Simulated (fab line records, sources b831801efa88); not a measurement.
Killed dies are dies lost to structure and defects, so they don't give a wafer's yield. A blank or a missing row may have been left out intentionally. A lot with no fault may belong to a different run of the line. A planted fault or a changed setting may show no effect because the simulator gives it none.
Which tool did it? :: flow sky130 :: 10 lots, 30 wafers sampled, at 4 steps of a route of 708

## WHAT THE GAUGES READ, wafer by wafer
SKY_CAPM_RS_MEAS_03: the measuring method here is four-point-probe.
lot: L121
measured: day 36 13:50
on: filmMetro-03
CAPM_TIN_RS (ohm/sq): 6.70 6.92 6.66

lot: L123
measured: day 37 03:41
on: filmMetro-03
CAPM_TIN_RS (ohm/sq): 6.68 6.92 6.95

lot: L125
measured: day 37 21:35
on: filmMetro-01
CAPM_TIN_RS (ohm/sq): 6.80 6.81 6.64

lot: L126
measured: day 38 00:49
on: filmMetro-01
CAPM_TIN_RS (ohm/sq): 6.97 6.91 6.73

lot: L129
measured: day 39 05:25
on: filmMetro-03
CAPM_TIN_RS (ohm/sq): 6.81 6.91 6.99

lot: L131
measured: day 39 16:25
on: filmMetro-01
CAPM_TIN_RS (ohm/sq): 7.19 7.08 7.12

lot: L132
measured: day 39 22:46
on: filmMetro-01
CAPM_TIN_RS (ohm/sq): 6.93 6.85 6.82

lot: L133
measured: day 40 05:28
on: filmMetro-03
CAPM_TIN_RS (ohm/sq): 6.91 7.03 7.09

lot: L140
measured: day 42 04:46
on: filmMetro-02
CAPM_TIN_RS (ohm/sq): 6.88 6.36 6.87 6.87 6.35 6.90

lot: L143
measured: day 42 23:13
on: filmMetro-03
CAPM_TIN_RS (ohm/sq): 6.44 7.00 6.81 6.44 7.00 6.85

## TOOL THAT RAN EACH LOT (tool first, then ch and the chambers of the sampled wafers, then the start)
lot: L121
SKY_VIA2_CMP_02: cmp-01 ch 1,2, day 35 09:22
SKY_METAL3_SPUTTER_00: pvdSputter-04, day 36 13:29
SKY_CAPM_SPUTTER_02: pvdSputter-01, day 36 13:44

lot: L123
SKY_VIA2_CMP_02: cmp-02 ch 0,2, day 35 23:27
SKY_METAL3_SPUTTER_00: pvdSputter-04, day 37 03:21
SKY_CAPM_SPUTTER_02: pvdSputter-01, day 37 03:35

lot: L125
SKY_VIA2_CMP_02: cmp-02 ch 0,1,2, day 36 17:42
SKY_METAL3_SPUTTER_00: pvdSputter-04, day 37 21:15
SKY_CAPM_SPUTTER_02: pvdSputter-01, day 37 21:29

lot: L126
SKY_VIA2_CMP_02: cmp-02 ch 1,2,3, day 36 20:23
SKY_METAL3_SPUTTER_00: pvdSputter-04, day 38 00:26
SKY_CAPM_SPUTTER_02: pvdSputter-01, day 38 00:41

lot: L129
SKY_VIA2_CMP_02: cmp-02 ch 0,3, day 38 01:51
SKY_METAL3_SPUTTER_00: pvdSputter-04, day 39 05:02
SKY_CAPM_SPUTTER_02: pvdSputter-02, day 39 05:16

lot: L131
SKY_VIA2_CMP_02: cmp-02 ch 1,2,3, day 38 13:39
SKY_METAL3_SPUTTER_00: pvdSputter-03, day 39 16:04
SKY_CAPM_SPUTTER_02: pvdSputter-02, day 39 16:19

lot: L132
SKY_VIA2_CMP_02: cmp-02 ch 0,1,2, day 38 20:02
SKY_METAL3_SPUTTER_00: pvdSputter-03, day 39 22:22
SKY_CAPM_SPUTTER_02: pvdSputter-01, day 39 22:37

lot: L133
SKY_VIA2_CMP_02: cmp-01 ch 0,1,3, day 39 03:07
SKY_METAL3_SPUTTER_00: pvdSputter-01, day 40 05:06
SKY_CAPM_SPUTTER_02: pvdSputter-02, day 40 05:21

lot: L140
SKY_VIA2_CMP_02: cmp-02 ch 1,3, day 41 02:00
SKY_METAL3_SPUTTER_00: pvdSputter-03, day 42 04:23
SKY_CAPM_SPUTTER_02: pvdSputter-02, day 42 04:38

lot: L143
SKY_VIA2_CMP_02: cmp-02 ch 1,2,3, day 41 20:57
SKY_METAL3_SPUTTER_00: pvdSputter-04, day 42 22:50
SKY_CAPM_SPUTTER_02: pvdSputter-02, day 42 23:04
- SKY_VIA2_CMP_02: polishes SiO2.
- SKY_METAL3_SPUTTER_00: material Ti, target thk 15 nm, time 10 s.
- SKY_CAPM_SPUTTER_02: material TiN, target thk 200 nm, time 166.7 s.

## THE ANSWER, worked out from the rows above alone
Rule: the lots themselves supply what counts as usual. The widest of any qualifying gaps counts: lots, ordered by their means at a reading, are off when they make up no more than a third of the lots, leave a main group of 4 or more, and stand apart from it by 3 or more times the standard deviation of that group's means. If all means in a main group match to the digits the tables above print for the reading, that group is not used. Also off: a lot with no number at a reading for which 4 or more lots have one. All remaining lots with rows at the step are treated as sound.
No lot is off on any of the readings shown, so nothing can be concluded from this.

## WHAT THE SIMULATOR HAD INSERTED
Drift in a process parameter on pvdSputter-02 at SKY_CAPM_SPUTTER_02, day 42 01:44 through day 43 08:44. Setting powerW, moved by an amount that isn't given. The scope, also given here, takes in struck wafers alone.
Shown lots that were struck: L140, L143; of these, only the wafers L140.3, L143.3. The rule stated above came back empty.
